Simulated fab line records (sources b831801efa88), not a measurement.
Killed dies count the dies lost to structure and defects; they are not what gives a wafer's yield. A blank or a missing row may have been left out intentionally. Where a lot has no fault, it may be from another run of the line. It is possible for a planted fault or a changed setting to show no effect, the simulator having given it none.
Problem report, 8D (eight disciplines) form, completed by code	flow gf180mcu	the parts of the form that need people (team, actions taken, sign-off) are left out

## 1. WHAT WENT WRONG
Wafers free of any fault read 1057 (standard deviation 10) for HV_LDD_2_TW at GF_HV_LDD_TW_MEAS_23, against a mean of 977 on 6 wafers of 2 lots. That is -8.0 standard deviations from the usual mean.
First seen on wafer L973.1, day 15 03:10, on film_metro-01. The record has a number at this step for 42 wafers belonging to 14 lots. The rule behind "out" and "out of limits": a value lying over 4 standard deviations away from the usual mean. The rest of the wafers with a number are treated as sound.

## 2. WHAT IT IS, WHAT IT ISN'T
question	is	is not
which readings at this step	HV_LDD_2_TW	-
which lots	L973, L975	L959, L960, L963, L964, L965, L966, L968, L971, L974, L976, L979, L982
which wafers of those lots	all that have a number	-
read on which gauges	film_metro-01, film_metro-02	film_metro-04
when	from day 15 03:10	up to then (24 sound wafers); but 12 sound wafers of L974, L976, L979, L982 came after

## 3. WHAT RULES OUT EACH SUSPECT
Counting: a tool stays on the suspect list if, at a process step up to the reading, it processed all lots that are out and no sound lot following the first of them.
- the gauge at GF_HV_LDD_TW_MEAS_23 is ruled out. Those wafers that are out were read across 2 gauges (film_metro-01, film_metro-02).
- implanter-03 at GF_HV_LDD_IMPLANT_21: kept. It processed each lot that is out, first L973 at day 15 02:55, and no sound lot thereafter; up to then, the last sound lot it processed was L971 at day 14 14:23. Its own readings are out on those wafers: beam_on_s, faraday_current_uA.
After counting, what remains is implanter-03 at GF_HV_LDD_IMPLANT_21.

## 4. THE CAUSE (what the simulator had put in)
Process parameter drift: implanter-03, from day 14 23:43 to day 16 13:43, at GF_HV_LDD_IMPLANT_21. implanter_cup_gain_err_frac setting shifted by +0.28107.
This tool alone remained once counting was done.

## 5. SEQUENCE OF EFFECTS, ordered by route
Each row: a reading where the mean over the struck wafers with a number is more than 3 standard deviations away from the usual. Only readings whose record carries a usual standard deviation are examined. hours: median over the lots of the time between each lot's start at the first step of this table that gives one and its start at this step. sigmas: the change, counted in usual standard deviations.
hours	step	reading	usual	on struck wafers	change	sigmas
0	GF_HV_LDD_IMPLANT_21	beam_on_s	9.98 s	7.78	-2.20	-12
0	GF_HV_LDD_IMPLANT_21	faraday_current_uA	282	362	+80	+15
0	GF_HV_LDD_TW_MEAS_23	HV_LDD_2_TW	1057	977	-80	-8.0
Here are the process steps it includes:
- GF_HV_LDD_IMPLANT_21
At these later measuring or inspecting steps, every struck wafer for which the step has a row has a number for every such reading, and none has moved that far: GF_HV_LDD_CD_MEAS_46.

## 6. WHAT WOULD HAVE CAUGHT IT SOONER
Counted from the fault's start at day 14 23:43, it took 3 hours until the first out-of-limits reading at a measuring or inspecting step in this record, taken at day 15 03:10.
At GF_HV_LDD_IMPLANT_21, the tool's own readings (beam_on_s, faraday_current_uA) were out on each struck wafer the step has a row for, so an alarm limit on them would have fired on the first such wafer.
Lots out: 2; of these, L975 started GF_HV_LDD_IMPLANT_21 on implanter-03 after day 15 03:10. It would have been spared by a hold on the tool at that moment.
